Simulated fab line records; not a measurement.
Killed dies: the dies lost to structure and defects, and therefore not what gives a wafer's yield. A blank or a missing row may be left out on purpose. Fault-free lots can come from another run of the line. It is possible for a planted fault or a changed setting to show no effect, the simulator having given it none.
Chamber matching -- flow gf180mcu -- 3 sister chambers for GF_STI_CVD_23 on hdpcvd-02
The step deposits SiO2, target thk 650 nm, time 108.3 s. 16 wafers are shown with their chamber, then 8 later ones without.

WAFERS WITH THEIR CHAMBER
wafer,chamber,sih4-flow-sccm (sccm)
L345.1,1,59.84
L345.5,0,59.86
L345.6,1,60.07
L346.4,0,59.87
L346.5,2,60.12
L346.6,1,59.94
L348.3,1,59.95
L348.5,2,59.91
L348.6,0,59.99
L349.1,0,60.19
L349.3,2,59.85
L349.4,2,59.92
L350.1,1,60.02
L350.3,2,59.99
L350.4,2,59.93
L352.2,2,60.25

SIGNATURES (averages over the wafers above)
reading,chamber 0,chamber 1,chamber 2,scatter within a chamber
sih4-flow-sccm,59.9775,59.9640,59.9957,0.13
Rule: a wafer's distance from a chamber is the root of the sum, over the readings, of the square of ((its reading less the chamber's mean) divided by the reading's scatter). If the next closest chamber is less than 2 further off than the closest, the wafer can't be placed; otherwise it belongs to the closest. The scatter is the square root of a quotient: the sum, over the shown wafers, of each reading's squared deviation from its chamber's mean, divided by wafers minus chambers.

WAFERS WITH NO CHAMBER GIVEN
wafer,sih4-flow-sccm (sccm)
L352.4,59.95
L352.6,59.85
L363.3,59.84
L363.4,60.17
L363.6,60.16
L367.3,59.97
L367.4,59.97
L367.5,60.32

EACH ONE'S CHAMBER
wafer,from the rows above,in truth
L352.4,can't be placed: 1 or 0 or 2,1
L352.6,can't be placed: 1 or 0 or 2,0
L363.3,can't be placed: 1 or 0 or 2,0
L363.4,can't be placed: 2 or 0 or 1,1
L363.6,can't be placed: 2 or 0 or 1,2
L367.3,can't be placed: 1 or 0 or 2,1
L367.4,can't be placed: 1 or 0 or 2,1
L367.5,can't be placed: 2 or 0 or 1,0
Placed correctly: 0 of 8. Not placeable from these rows: 8 (in 8, the candidates include the true chamber). Placed wrongly: 0.
